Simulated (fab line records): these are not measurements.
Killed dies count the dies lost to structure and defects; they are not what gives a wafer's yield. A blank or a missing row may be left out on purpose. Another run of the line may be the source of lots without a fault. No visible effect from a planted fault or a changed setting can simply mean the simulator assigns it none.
Struck lot and sound lot, side by side ; flow sky130 ; 15 out of 708 route steps
Sound: these wafers, L917.1, L917.2, L917.4. Wafers struck: L911.4, L911.5, L911.6. The cause comes at the end.
Each step with rows lists, per side, the tool, then ch with its chambers, then its first start. Under that, the readings that differ: sound wafers ; struck wafers ; difference of the means ; sigmas: that difference in standard deviations of wafers without a fault.
alike: same words and numbers on both sides, and readings whose means sit less than 2 such deviations apart. not compared: any withheld reading, any reading some wafer has no value for, any bound like >300 that may hide the same value, and any number with overlapping values for which the record gives no deviation.
The two part at a step that has a row with sigmas, a row that says differs or no value, or rows on one side only. Numbers that don't overlap but have no deviation are shown without sigmas and don't part them. Lack of a reading on every wafer of one side parts them only where that side has two or more wafers.

first, 5 steps without rows for these wafers: SKY_METAL3_COAT_08 (resist thk 1140 nm); SKY_METAL3_SOFTBAKE_09 (time 90 s); SKY_METAL3_EXPOSE_10 (exposes mask MM3, target cd 300 nm); SKY_METAL3_PEB_11; SKY_METAL3_DEVELOP_12 (develop time 60 s).
SKY_METAL3_CD_MEAS_13: target cd 300 nm.
  sound on cd_sem-01 at day 42 15:56; struck on cd_sem-01 at day 41 04:29
  alike: cd_nm
SKY_METAL3_OVL_MEAS_14:
  sound on overlay-02 at day 42 16:03; struck on overlay-02 at day 41 04:34
  alike: METAL3_OVL
SKY_METAL3_DESCUM_15: chemistry O2, time 8 s.
  sound on rie_metal-03 ch 0,1, day 42 16:05; struck on rie_metal-03 ch 0,1, day 41 04:36
  alike: drypump_motor_current_A, oes_product_au
  not compared: rf_hours_counter_h
SKY_METAL3_ETCH_16: etches BARC in N2/H2, stops on SiO2, time 88.2 s, target depth 60 nm.
  sound on rie_metal-03 ch 0,1, day 42 16:07; struck on rie_metal-03 ch 0,1, day 41 04:39
  alike: drypump_motor_current_A, h2_flow_sccm, oes_product_au, throttle_valve_pct
  not compared: rf_hours_counter_h
SKY_METAL3_ETCH_17: etches SiO2 in C4F8/O2/Ar, stops on TiN, time 3.9 s, target depth 15 nm.
  sound on rie_diel-02 ch 1,2,3, day 42 16:13; struck on rie_diel-03 ch 1,2, day 41 04:43
  alike: oes_product_au
  not compared: rf_hours_counter_h
SKY_METAL3_METAL_ETCH_18: etches the open film in Cl2/BCl3, stops on SiO2, target depth 845 nm, time 183.1 s.
  sound on rie_metal-04 ch 0,1, day 42 16:14; struck on rie_metal-04 ch 0,1, day 41 04:48
  alike: drypump_motor_current_A, oes_product_au, throttle_valve_pct
  not compared: rf_hours_counter_h
SKY_METAL3_STRIP_19: strips in O2/N2.
  sound on plasma_asher-03 ch 0,1, day 42 16:25; struck on plasma_asher-03 ch 0,1, day 41 04:57
  alike: chamber_pressure_mTorr, drypump_motor_current_A, oes_product_au, strip_time_to_endpoint_s
  not compared: rf_hours_counter_h
SKY_METAL3_STRIP_20: strips in post etch residue remover, time 1200 s.
  sound on wet_bench-02 ch 2, day 42 16:31; struck on wet_bench-04 ch 1, day 41 05:01
  no value came back on the struck wafers for bath_guard_temp_C (C), bath_heat_duty_pct (%); on the sound wafers bath_guard_temp_C (C) reads 73.5 73.1 73.1
then, 1 step without rows for these wafers: SKY_METAL3_CLEAN_21 (cleans in IPA, time 180 s).
-- the record jumps here: 7 days lie between the struck wafers' starts before and after (it left off in module METAL3 and takes up again in module PAD_OPEN, whose first step shown is number 708 of the route) --
SKY_PAD_OPEN_PROBE_99:
  sound on prober-01 at day 49 05:37; struck on prober-01 at day 47 23:12
reading;sound;struck;difference;sigmas
sort_bin_6_memory (%);7.3 7.3 8.5;5.5 5.7 3.9;-2.7;-2
model.etest.met3_comb.leak_log10_a_um;-12.05 -11.98 -12.05;-11.49 -11.64 -11.61;+0.45;
  alike: defect_limited_yield, killed_at_M0_to_M3, killed_at_M4_up, killed_at_contacts, killed_at_front_end, killed_at_other, killed_dies, killed_open, killed_short, sort_bin_3_pad_short, sort_bin_5_function, sort_n_pass, sort_yield_pct

## WHERE THEY PART
Earliest at SKY_METAL3_STRIP_20; latest, in this record, at SKY_PAD_OPEN_PROBE_99.

WHY: what had been put in by the simulator
Entire step skipped (wet_bench-04, SKY_METAL3_STRIP_20), from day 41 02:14 onward. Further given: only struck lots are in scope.
